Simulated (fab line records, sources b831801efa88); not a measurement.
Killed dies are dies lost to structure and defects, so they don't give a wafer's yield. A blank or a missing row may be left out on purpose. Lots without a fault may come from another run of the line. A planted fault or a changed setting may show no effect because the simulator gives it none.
Which tool did it? | flow sky130 | 14 lots, 42 wafers sampled, at 3 steps of a route of 708

WHAT THE GAUGES READ, wafer by wafer
SKY_LDD_N_OVL_MEAS_07. Usual: LDD_N_OVL 0.8 nm, standard deviation 1.1.
lot  | measured     | on         | LDD_N_OVL (nm) | flag
L434 | day 17 22:45 | overlay-01 | 0.9 1.4 0.9    |
L435 | day 17 22:47 | overlay-02 | -0.4 0.0 -1.1  |
L436 | day 18 06:59 | overlay-01 | 2.1 2.7 2.5    |
L439 | day 19 18:24 | overlay-01 | 0.2 -0.8 1.9   |
L438 | day 19 18:41 | overlay-01 | -0.9 -1.1 -0.6 |
L440 | day 19 19:23 | overlay-01 | 1.0 1.0 1.2    |
L441 | day 20 01:38 | overlay-02 | 2.6 1.3 5.4    |
L442 | day 20 19:33 | overlay-01 | 1.3 0.3 1.1    |
L444 | day 21 10:58 | overlay-02 | 1.7 -0.5 -0.8  |
L445 | day 21 18:35 | overlay-02 | 1.2 1.5 1.0    |
L446 | day 21 23:44 | overlay-01 | 0.7 0.7 -0.2   |
L449 | day 23 06:16 | overlay-02 | -0.5 -1.0 0.6  |
L450 | day 23 12:08 | overlay-01 | -1.2 0.0 -0.9  |
L452 | day 24 10:19 | overlay-01 | 1.3 1.3 1.7    |

SKY_LDD_P_OVL_MEAS_08. Usual: LDD_P_OVL -0.2 nm, standard deviation 1.3.
lot  | measured     | on         | LDD_P_OVL (nm) | flag
L434 | day 19 05:34 | overlay-01 | -0.2 1.5 1.5   |
L435 | day 19 06:20 | overlay-02 | 0.0 -2.2 -1.3  |
L436 | day 19 14:40 | overlay-01 | 0.8 3.1 1.7    |
L439 | day 21 01:56 | overlay-02 | 1.1 0.7 1.2    |
L438 | day 21 02:34 | overlay-02 | 0.6 -1.6 -1.0  |
L440 | day 21 03:12 | overlay-02 | 1.2 0.5 -0.9   |
L441 | day 21 09:33 | overlay-01 | -0.2 1.5 -0.3  |
L442 | day 22 02:53 | overlay-02 | 1.1 1.8 -0.5   |
L444 | day 22 19:02 | overlay-02 | -1.7 0.3 0.1   |
L445 | day 23 02:35 | overlay-01 | -1.8 0.0 0.2   |
L446 | day 23 07:32 | overlay-02 | 1.5 -0.3 -0.8  |
L449 | day 24 13:32 | overlay-02 | -0.1 -0.7 -1.6 |
L450 | day 24 18:41 | overlay-01 | -0.4 -1.5 -1.2 |
L452 | day 25 17:12 | overlay-01 | -1.8 -0.9 0.0  |

SKY_POLY_CUT_OVL_MEAS_09. Usual: POLY_CUT_OVL -3 nm, standard deviation 5.3.
lot  | measured     | on         | POLY_CUT_OVL (nm) | flag
L434 | day 24 11:32 | overlay-01 | 1 4 2             |
L435 | day 24 10:54 | overlay-01 | -12 -1 -11        |
L436 | day 24 19:01 | overlay-02 | -9 -2 -4          |
L439 | day 26 04:28 | overlay-01 | -11 -14 -16       |
L438 | day 26 05:25 | overlay-01 | -2 6 -5           |
L440 | day 26 06:23 | overlay-02 | -4 3 3            |
L441 | day 26 11:50 | overlay-02 | 2 1 0             |
L442 | day 27 07:11 | overlay-01 | 2 -3 -8           |
L444 | day 27 19:47 | overlay-01 | 6 6 2             |
L445 | day 28 03:15 | overlay-01 | 1 -13 -6          |
L446 | day 28 06:20 | overlay-01 | 6 -5 -4           |
L449 | day 29 12:48 | overlay-01 | -4 -8 -14         |
L450 | day 29 17:37 | overlay-01 | -11 -7 2          |
L452 | day 30 12:47 | overlay-02 | -9 -2 -4          |

WHICH TOOL RAN EACH LOT (tool, then ch and the chambers of the sampled wafers, then the start)
The record holds no process step before these readings.

WHAT THE TOOLS THEMSELVES READ (means of the sampled wafers that have a number; where no wafer has one, the mark that the record gives instead)
The record holds no such reading with a usual standard deviation.

THE ANSWER, worked out from the rows above alone
Rule: a lot is off if the mean of its wafers that have a number lies more than 3 standard deviations from the usual mean. A lot without any number at a reading at which 4 lots or more have one is off too. The other lots that the step has rows for count as sound. The gauges are gone through in route order, then the tools' own readings, and for those a lot's mean is taken as printed above. The first step at which some lot is off is used, and at that step the reading that is off furthest; a lot without a number counts as furthest.
No lot is off at any reading shown: from this, nothing can be told.

WHAT THE SIMULATOR HAD PUT IN
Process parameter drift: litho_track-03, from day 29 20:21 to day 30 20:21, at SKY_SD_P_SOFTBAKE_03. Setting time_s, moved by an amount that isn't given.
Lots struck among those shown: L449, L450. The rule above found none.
